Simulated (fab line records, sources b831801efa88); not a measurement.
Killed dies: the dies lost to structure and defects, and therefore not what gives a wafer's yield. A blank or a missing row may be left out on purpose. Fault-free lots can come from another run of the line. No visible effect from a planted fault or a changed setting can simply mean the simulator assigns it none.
Which tool was responsible? -- flow gf180mcu -- Sampling: 11 lots, 33 wafers, 6 of 602 route steps

## WHAT THE GAUGES READ, wafer by wafer
GF_M4_RS_MEAS_05: measurement is done with a four-point probe. Usual: M4_ALCU_RS gives 0.0690 ohm/sq (standard deviation 0.00079).
lot,measured,on,M4_ALCU_RS (ohm/sq),flag
L742,day 23 16:57,film metro-02,0.0701 0.0687 0.0686,
L744,day 24 08:20,film metro-03,0.0686 0.0693 0.0693,
L745,day 24 14:13,film metro-02,0.0682 0.0684 0.0695,
L749,day 26 00:08,film metro-03,0.0689 0.0687 0.0695,
L750,day 26 08:59,film metro-03,0.0671 0.0677 0.0693,
L751,day 26 15:26,film metro-02,0.0694 0.0694 0.0694,
L756,day 28 17:19,film metro-03,0.0757 0.0760 0.0743,OFF
L759,day 29 05:53,film metro-03,0.0755 0.0736 0.0737,OFF
L761,day 29 16:45,film metro-02,0.0684 0.0686 0.0699,
L760,day 29 18:34,film metro-02,0.0686 0.0682 0.0695,
L762,day 29 23:54,film metro-02,0.0677 0.0703 0.0706,

GF_M4_THK_MEAS_06: measures by xrf. Usual: M4_ALCU_THK gives 447 nm (standard deviation 5).
lot,measured,on,M4_ALCU_THK (nm),flag
L742,day 23 17:04,film metro-02,441 449 450,
L744,day 24 08:26,film metro-03,449 445 444,
L745,day 24 14:20,film metro-02,452 448 443,
L749,day 26 00:14,film metro-03,451 448 443,
L750,day 26 09:07,film metro-03,460 456 444,
L751,day 26 15:33,film metro-02,444 445 445,
L756,day 28 17:25,film metro-03,407 405 413,OFF
L759,day 29 06:01,film metro-03,407 421 418,OFF
L761,day 29 16:51,film metro-02,455 455 446,
L760,day 29 18:40,film metro-02,450 455 448,
L762,day 30 00:00,film metro-02,457 439 437,

## TOOL THAT RAN EACH LOT (tool first, then ch and the chambers of the sampled wafers, then the start)
lot,GF_V2_SPUTTER_22,GF_V3_CMP_04,GF_V3_STRIP_18,GF_M4_SPUTTER_02
L742,"pvd sputter-01, day 21 14:23","cmp-02 ch 2,3, day 22 16:09","plasma asher-04 ch 0,1, day 23 15:28","pvd sputter-03, day 23 16:52"
L744,"pvd sputter-02, day 22 05:47","cmp-01 ch 0,1,2, day 23 07:13","plasma asher-02 ch 0, day 24 06:37","pvd sputter-03, day 24 08:13"
L745,"pvd sputter-01, day 22 12:01","cmp-02 ch 0,1,2, day 23 13:16","plasma asher-02 ch 0,1, day 24 12:46","pvd sputter-03, day 24 14:08"
L749,"pvd sputter-01, day 23 22:56","cmp-02 ch 2,3, day 25 00:17","plasma asher-02 ch 0,1, day 25 22:29","pvd sputter-03, day 26 00:00"
L750,"pvd sputter-01, day 24 10:39","cmp-02 ch 0,2,3, day 25 09:19","plasma asher-04 ch 0,1, day 26 07:32","pvd sputter-04, day 26 08:54"
L751,"pvd sputter-04, day 24 16:13","cmp-02 ch 1,2,3, day 25 16:15","plasma asher-01 ch 0,1, day 26 13:58","pvd sputter-03, day 26 15:20"
L756,"pvd sputter-02, day 26 20:17","cmp-01 ch 1,3, day 27 19:25","plasma asher-01 ch 0,1, day 28 15:51","pvd sputter-03, day 28 17:11"
L759,"pvd sputter-02, day 27 10:53","cmp-01 ch 1,2,3, day 28 09:18","plasma asher-04 ch 0,1, day 29 04:25","pvd sputter-03, day 29 05:48"
L761,"pvd sputter-01, day 27 20:59","cmp-02 ch 1,2, day 28 19:02","plasma asher-04 ch 0,1, day 29 15:00","pvd sputter-04, day 29 16:32"
L760,"pvd sputter-01, day 27 22:46","cmp-02 ch 0,1, day 28 20:51","plasma asher-01 ch 0,1, day 29 17:04","pvd sputter-02, day 29 18:27"
L762,"pvd sputter-02, day 28 05:23","cmp-01 ch 0,2,3, day 29 02:23","plasma asher-01 ch 0,1, day 29 22:14","pvd sputter-04, day 29 23:41"
- GF_V2_SPUTTER_22: material TiN, target thk 10 nm, time 40 s.
- GF_V3_CMP_04: polishes SiO2.
- GF_V3_STRIP_18: strips in O2/N2.
- GF_M4_SPUTTER_02: material AlCu, target thk 450 nm, time 23.9 s.

## AS READ BY THE TOOLS THEMSELVES (means over the sampled wafers that have a number; for cases with no such wafer, the mark the record gives instead)
GF_V2_SPUTTER_22. Usual: throttle valve pct reads 29.8 % (standard deviation 0.86).
lot,tool,throttle valve pct (%),flag
L742,pvd sputter-01,29.9,
L744,pvd sputter-02,30.0,
L745,pvd sputter-01,29.9,
L749,pvd sputter-01,29.5,
L750,pvd sputter-01,29.9,
L751,pvd sputter-04,30.3,
L756,pvd sputter-02,29.8,
L759,pvd sputter-02,29.4,
L761,pvd sputter-01,30.4,
L760,pvd sputter-01,29.9,
L762,pvd sputter-02,29.0,

GF_V3_CMP_04. Usual: motor current A 12.0 A, standard deviation 1.5; time to endpoint s 83 s, standard deviation 6.2.
lot,tool,motor current A (A),time to endpoint s (s),flag
L742,cmp-02,13.7,75,
L744,cmp-01,12.5,86,
L745,cmp-02,11.6,86,
L749,cmp-02,13.4,89,
L750,cmp-02,12.5,81,
L751,cmp-02,12.0,81,
L756,cmp-01,11.8,81,
L759,cmp-01,12.6,80,
L761,cmp-02,11.2,86,
L760,cmp-02,10.1,86,
L762,cmp-01,12.1,82,

GF_V3_STRIP_18. Usual: drypump motor current A 5.71 A, standard deviation 0.25; heater power w 335 W, standard deviation 35; oes product au 0.592 a.u., standard deviation 0.0055.
lot,tool,drypump motor current A (A),heater power w (W),oes product au (a.u.),flag
L742,plasma asher-04,5.93,333,0.587,
L744,plasma asher-02,5.82,358,0.591,
L745,plasma asher-02,5.73,323,0.592,
L749,plasma asher-02,5.72,321,0.590,
L750,plasma asher-04,5.91,328,0.596,
L751,plasma asher-01,5.67,354,0.583,
L756,plasma asher-01,5.67,349,0.598,
L759,plasma asher-04,5.63,348,0.586,
L761,plasma asher-04,5.62,342,0.595,
L760,plasma asher-01,5.67,352,0.591,
L762,plasma asher-01,5.67,354,0.592,

GF_M4_SPUTTER_02. Usual: throttle valve pct reads 30.1 % (standard deviation 1).
lot,tool,throttle valve pct (%),flag
L742,pvd sputter-03,31.2,
L744,pvd sputter-03,30.5,
L745,pvd sputter-03,30.7,
L749,pvd sputter-03,30.1,
L750,pvd sputter-04,29.6,
L751,pvd sputter-03,30.3,
L756,pvd sputter-03,31.0,
L759,pvd sputter-03,31.4,
L761,pvd sputter-04,29.3,
L760,pvd sputter-02,29.2,
L762,pvd sputter-04,29.6,

## THE ANSWER, worked out from the rows above alone
Rule: lot off if the mean of its wafers having a number is beyond 3 standard deviations from the usual mean. Also off: a lot with no number at a reading for which 4 or more lots have one. The other lots that the step has rows for count as sound. First the gauges in route order, then the tools' own readings, where a lot's mean is used as printed above. The first step at which some lot is off is used, and at that step the reading that is off furthest; a lot without a number counts as furthest.
Off: L756, L759, at GF_M4_RS_MEAS_05 (M4_ALCU_RS).
A tool fits if, at a process step before that reading, it ran every lot that is off, and no sound lot after the first of them. Gauges at GF_M4_RS_MEAS_05: tried the same way as those tools. Undecided on this evidence; 2 tools fit (pvd sputter-03 at GF_M4_SPUTTER_02, film metro-03 at GF_M4_RS_MEAS_05).

## WHAT THE SIMULATOR HAD PUT IN
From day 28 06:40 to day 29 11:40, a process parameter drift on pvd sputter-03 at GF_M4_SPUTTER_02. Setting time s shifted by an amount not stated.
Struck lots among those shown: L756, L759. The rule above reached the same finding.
